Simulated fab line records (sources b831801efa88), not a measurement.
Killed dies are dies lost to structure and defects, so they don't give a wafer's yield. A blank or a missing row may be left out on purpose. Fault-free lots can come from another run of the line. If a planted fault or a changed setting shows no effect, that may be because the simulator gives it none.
The tool behind it: which one? | flow gf180mcu | 14 lots with 42 wafers sampled at 4 steps, on a route of 602 steps

## WHAT THE GAUGES READ, wafer by wafer
GF_SAB_OVL_MEAS_10. Usual: for SAB_OVL the level is 0.3 nm and the standard deviation is 1.4.
lot  | measured     | on         | SAB_OVL (nm)   | flag
L831 | day 15 15:37 | overlay-01 | 0.0 -2.1 -1.4  |
L834 | day 16 16:27 | overlay-01 | -0.3 1.2 0.4   |
L835 | day 16 16:53 | overlay-02 | 2.0 2.9 0.3    |
L838 | day 18 00:09 | overlay-02 | 0.0 -1.8 -0.1  |
L840 | day 18 11:03 | overlay-02 | 0.0 -0.7 -2.5  |
L841 | day 18 11:46 | overlay-02 | 0.8 0.5 0.8    |
L842 | day 19 04:55 | overlay-01 | 2.5 3.2 2.1    |
L843 | day 19 15:05 | overlay-01 | 1.4 0.7 1.0    |
L845 | day 20 01:35 | overlay-01 | 0.9 1.3 -1.4   |
L844 | day 20 01:52 | overlay-02 | -1.0 -2.1 -0.9 |
L846 | day 20 15:26 | overlay-01 | 0.5 1.1 -0.3   |
L849 | day 21 14:25 | overlay-01 | 0.7 1.5 0.0    |
L852 | day 22 11:39 | overlay-02 | -0.6 -0.4 0.2  |
L853 | day 22 18:47 | overlay-02 | -1.4 1.5 -0.5  |

GF_CONTACT_OVL_MEAS_15. Usual: for CONTACT_OVL the level is -4 nm and the standard deviation is 4.6.
lot  | measured     | on         | CONTACT_OVL (nm) | flag
L831 | day 16 14:33 | overlay-02 | -5 -5 -2         |
L834 | day 17 15:50 | overlay-02 | -11 -6 -5        |
L835 | day 17 16:44 | overlay-01 | -7 -4 -10        |
L838 | day 19 02:05 | overlay-01 | -6 -5 -9         |
L840 | day 19 13:05 | overlay-01 | -4 -2 -5         |
L841 | day 19 14:26 | overlay-01 | -5 -5 -4         |
L842 | day 20 06:42 | overlay-01 | -5 -1 -1         |
L843 | day 20 16:54 | overlay-02 | 0 3 -3           |
L845 | day 21 03:02 | overlay-01 | -4 -2 -8         |
L844 | day 21 03:31 | overlay-02 | -16 -18 -12      |
L846 | day 21 16:24 | overlay-02 | -1 -9 -14        |
L849 | day 22 15:12 | overlay-01 | -1 3 3           |
L852 | day 23 12:13 | overlay-02 | -4 -10 -4        |
L853 | day 23 19:09 | overlay-01 | -19 -7 -13       |

## WHAT TOOL EACH LOT RAN ON (gives the tool, then ch and the chambers of the sampled wafers, and finally the start)
lot  | GF_SALICIDE_RTA_08               | GF_CONTACT_CMP_04
L831 | rtp-anneal-01 ch 0, day 15 16:25 | cmp-01 ch 2,3, day 15 16:47
L834 | rtp-anneal-02 ch 0, day 16 17:15 | cmp-01 ch 0,2,3, day 16 17:35
L835 | rtp-anneal-02 ch 0, day 16 17:41 | cmp-02 ch 0,1,3, day 16 18:07
L838 | rtp-anneal-01 ch 0, day 18 00:58 | cmp-02 ch 0,1,3, day 18 01:33
L840 | rtp-anneal-01 ch 0, day 18 11:53 | cmp-02 ch 0,1,3, day 18 12:21
L841 | rtp-anneal-01 ch 0, day 18 12:36 | cmp-02 ch 0,1,2, day 18 13:02
L842 | rtp-anneal-02 ch 0, day 19 05:46 | cmp-01 ch 0,1,2, day 19 06:11
L843 | rtp-anneal-01 ch 0, day 19 15:55 | cmp-01 ch 2,3, day 19 16:19
L845 | rtp-anneal-02 ch 0, day 20 02:32 | cmp-02 ch 0,1,3, day 20 03:01
L844 | rtp-anneal-01 ch 0, day 20 02:49 | cmp-02 ch 0,3, day 20 03:16
L846 | rtp-anneal-02 ch 0, day 20 16:14 | cmp-01 ch 0,1, day 20 16:37
L849 | rtp-anneal-01 ch 0, day 21 15:13 | cmp-01 ch 0,2,3, day 21 15:38
L852 | rtp-anneal-01 ch 0, day 22 12:28 | cmp-02 ch 0,2,3, day 22 12:51
L853 | rtp-anneal-01 ch 0, day 22 19:49 | cmp-01 ch 1,2,3, day 22 20:15
- GF_SALICIDE_RTA_08: time 30 s.
- GF_CONTACT_CMP_04: polishes SiO2.

## WHAT THE TOOLS THEMSELVES READ (means of the sampled wafers that have a number; where no wafer has one, the mark that the record gives instead)
GF_SALICIDE_RTA_08. Usual: lamp-power-pct 18.5 %, standard deviation 1.7; wafer_temp_C_max 804.1, standard deviation 0.93.
lot  | tool          | lamp-power-pct (%) | wafer_temp_C_max | flag
L831 | rtp-anneal-01 | 17.2               | 804.9            |
L834 | rtp-anneal-02 | 20.6               | 803.9            |
L835 | rtp-anneal-02 | 20.6               | 803.5            |
L838 | rtp-anneal-01 | 17.2               | 804.3            |
L840 | rtp-anneal-01 | 17.2               | 805.3            |
L841 | rtp-anneal-01 | 17.2               | 803.8            |
L842 | rtp-anneal-02 | 20.6               | 803.8            |
L843 | rtp-anneal-01 | 17.2               | 804.2            |
L845 | rtp-anneal-02 | 20.6               | 804.0            |
L844 | rtp-anneal-01 | 17.2               | 804.4            |
L846 | rtp-anneal-02 | 20.6               | 803.0            |
L849 | rtp-anneal-01 | 17.2               | 804.8            |
L852 | rtp-anneal-01 | 17.2               | 804.3            |
L853 | rtp-anneal-01 | 17.2               | 804.2            |

GF_CONTACT_CMP_04. Usual: motor-current-A 11.9 A, standard deviation 1.1; time-to-endpoint-s 115 s, standard deviation 7.2.
lot  | tool   | motor-current-A (A) | time-to-endpoint-s (s) | flag
L831 | cmp-01 | 11.8                | 118                    |
L834 | cmp-01 | 12.2                | 112                    |
L835 | cmp-02 | 12.2                | 121                    |
L838 | cmp-02 | 11.9                | 121                    |
L840 | cmp-02 | 11.8                | 117                    |
L841 | cmp-02 | 11.7                | 114                    |
L842 | cmp-01 | 11.6                | 108                    |
L843 | cmp-01 | 11.5                | 117                    |
L845 | cmp-02 | 11.8                | 87                     | OFF
L844 | cmp-02 | 11.0                | 89                     | OFF
L846 | cmp-01 | 11.9                | 109                    |
L849 | cmp-01 | 12.4                | 118                    |
L852 | cmp-02 | 12.0                | 116                    |
L853 | cmp-01 | 11.4                | 123                    |

## THE ANSWER, worked out from the rows above alone
Rule: a lot counts as off when the mean over its wafers that have a number is more than 3 standard deviations away from the usual mean. A lot without any number at a reading at which 4 lots or more have one is off too. Any other lot the step has rows for is counted as sound. The gauges are gone through in route order, then the tools' own readings, and for those a lot's mean is taken as printed above. At the first step where some lot is off, the reading lying furthest off is the one used; lots without a number count as furthest.
Off, at GF_CONTACT_CMP_04 on time-to-endpoint-s: L845, L844.
If a tool, at that step or one of the process steps before it, ran each lot that is off and ran no sound lot following the first of them, it fits. Of those tried, none fits.

## WHAT THE SIMULATOR HAD INSERTED
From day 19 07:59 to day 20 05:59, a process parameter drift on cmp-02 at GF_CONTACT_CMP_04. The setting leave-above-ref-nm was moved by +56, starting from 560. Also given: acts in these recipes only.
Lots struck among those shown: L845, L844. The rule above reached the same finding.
